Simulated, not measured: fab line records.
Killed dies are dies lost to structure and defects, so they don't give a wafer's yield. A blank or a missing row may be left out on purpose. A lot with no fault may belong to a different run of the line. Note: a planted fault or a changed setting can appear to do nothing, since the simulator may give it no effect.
A struck lot beside a sound one ; flow sky130 ; 43 out of 708 route steps
Sound: wafers L697.1, L697.4, L697.6. Wafers L707.3, L707.5, L707.6 were the ones struck. The cause is given at the end.
Order at every step that has rows: each side's tool, ch and its chambers, its first start. Under that, the readings that differ: sound wafers ; struck wafers ; difference of the means ; sigmas: that difference in standard deviations of wafers without a fault.
alike: words and numbers the same on both sides, and readings whose means are apart by under 2 such deviations; not compared: readings that were withheld, readings missing a value for some wafer, numbers with overlapping values and no deviation given by the record, and bounds like >300 which may hide the same value.
Wherever a step has rows on one side only, a row that says differs or no value, or a row with sigmas, the two part there. Numbers that have no deviation but don't overlap get no sigmas and don't part them. A reading missing from all wafers of one side parts the sides only when that side holds two or more wafers.

first, 4 steps without rows for these wafers: SKY_LDD_N_SOFTBAKE_03 (time 60 s); SKY_LDD_N_EXPOSE_04 (exposes mask NTM, target cd 840 nm); SKY_LDD_N_PEB_05; SKY_LDD_N_DEVELOP_06 (develop time 60 s).
SKY_LDD_N_OVL_MEAS_07:
  sound: overlay-02 at day 19 11:20; struck: overlay-01 at day 23 22:00
reading;sound;struck;difference;sigmas
LDD_N_OVL (nm);0.4 1.4 1.7;-2.1 -2.0 -1.8;-3.1;-3
then, 7 steps without rows for these wafers: SKY_LDD_N_IMPLANT_08; SKY_LDD_N_IMPLANT_09; SKY_LDD_N_IMPLANT_10; SKY_LDD_N_IMPLANT_11; SKY_LDD_N_IMPLANT_12; SKY_LDD_N_IMPLANT_13; SKY_LDD_N_IMPLANT_14.
SKY_LDD_N_IMPLANT_15:
  sound on implanter-01 ch 0, day 19 12:26; struck on implanter-04 ch 0, day 23 23:08
  alike: beam-on-s
SKY_LDD_N_STRIP_16: strips in O2/N2.
  sound on plasma-asher-01 ch 1, day 19 12:35; struck on plasma-asher-04 ch 0,1, day 23 23:16
  alike: drypump-motor-current-A, oes-product-au, strip-time-to-endpoint-s
  not compared: rf-hours-counter-h
SKY_LDD_N_TW_MEAS_17:
  sound: film-metro-01 at day 19 12:41; struck: film-metro-01 at day 23 23:21
  alike: LDD_N_TW
then, 7 steps without rows for these wafers: SKY_LDD_P_DEHYDRATE_00 (time 60 s); SKY_LDD_P_HMDS_01 (prime time 60 s); SKY_LDD_P_COAT_02 (resist thk 1140 nm); SKY_LDD_P_SOFTBAKE_03 (time 60 s); SKY_LDD_P_EXPOSE_04 (exposes mask PSDM, target cd 380 nm); SKY_LDD_P_PEB_05; SKY_LDD_P_DEVELOP_06 (develop time 60 s).
SKY_LDD_P_CD_MEAS_07: the cd target is 380 nm.
  sound: cd-sem-02 at day 20 19:21; struck: cd-sem-01 at day 25 05:05
  alike: cd-nm
SKY_LDD_P_OVL_MEAS_08:
  sound: overlay-01 at day 20 19:28; struck: overlay-02 at day 25 05:11
  alike: LDD_P_OVL
then, 1 step without rows for these wafers: SKY_LDD_P_IMPLANT_09.
SKY_LDD_P_STRIP_10: strips in O2/N2.
  sound on plasma-asher-02 ch 0, day 20 19:40; struck on plasma-asher-01 ch 0,1, day 25 05:23
  alike: drypump-motor-current-A, oes-product-au, strip-time-to-endpoint-s
  not compared: rf-hours-counter-h
SKY_LDD_P_TW_MEAS_11:
  sound: film-metro-04 at day 20 19:46; struck: film-metro-02 at day 25 05:29
reading;sound;struck;difference;sigmas
LDD_P_TW;656 655 657;631 634 633;-23;-3
then, 7 steps without rows for these wafers: SKY_LDD_HVN_DEHYDRATE_00 (time 60 s); SKY_LDD_HVN_HMDS_01 (prime time 60 s); SKY_LDD_HVN_COAT_02 (resist thk 300 nm); SKY_LDD_HVN_SOFTBAKE_03 (time 60 s); SKY_LDD_HVN_EXPOSE_04 (exposes mask HVNTM, target cd 700 nm); SKY_LDD_HVN_PEB_05; SKY_LDD_HVN_DEVELOP_06 (develop time 60 s).
SKY_LDD_HVN_OVL_MEAS_07:
  sound: overlay-02 at day 22 01:52; struck: overlay-01 at day 26 10:48
  alike: LDD_HVN_OVL
then, 1 step without rows for these wafers: SKY_LDD_HVN_IMPLANT_08.
SKY_LDD_HVN_STRIP_09: strips in O2/N2.
  sound on plasma-asher-04 ch 1, day 22 02:03; struck on plasma-asher-01 ch 0,1, day 26 11:01
  alike: drypump-motor-current-A, oes-product-au, strip-time-to-endpoint-s
  not compared: rf-hours-counter-h
SKY_LDD_HVN_TW_MEAS_10:
  sound: film-metro-04 at day 22 02:09; struck: film-metro-02 at day 26 11:06
  alike: LDD_HVN_TW
then, 4 steps without rows for these wafers: SKY_LDD_HVP_DEHYDRATE_00 (time 60 s); SKY_LDD_HVP_HMDS_01 (prime time 60 s); SKY_LDD_HVP_COAT_02 (resist thk 300 nm); SKY_LDD_HVP_SOFTBAKE_03 (time 60 s).
-- a jump in the record: the struck wafers' starts before and after are 24 days apart (it breaks off in module LDD_HVP and resumes in module PAD_OPEN, where the first step shown is number 708 of the route) --
SKY_PAD_OPEN_PROBE_99:
  sound: prober-01 at day 47 02:41; struck: prober-02 at day 49 23:17
  alike: killed_at_M0_to_M3, killed_at_M4_up, killed-at-contacts, killed-at-front-end, killed-at-other, killed-dies, killed-on-rim, killed-open, killed-short
  not compared: model.etest.nfet_01v8_turned.vt-sat-v

WHERE THEY PART
Last at SKY_LDD_P_TW_MEAS_11 as far as this record goes, first at SKY_LDD_N_OVL_MEAS_07. Later steps at which nothing parts them and some readings are alike: SKY_LDD_HVN_OVL_MEAS_07, SKY_LDD_HVN_STRIP_09, SKY_LDD_HVN_TW_MEAS_10, SKY_PAD_OPEN_PROBE_99.

WHY: the cause the simulator had injected
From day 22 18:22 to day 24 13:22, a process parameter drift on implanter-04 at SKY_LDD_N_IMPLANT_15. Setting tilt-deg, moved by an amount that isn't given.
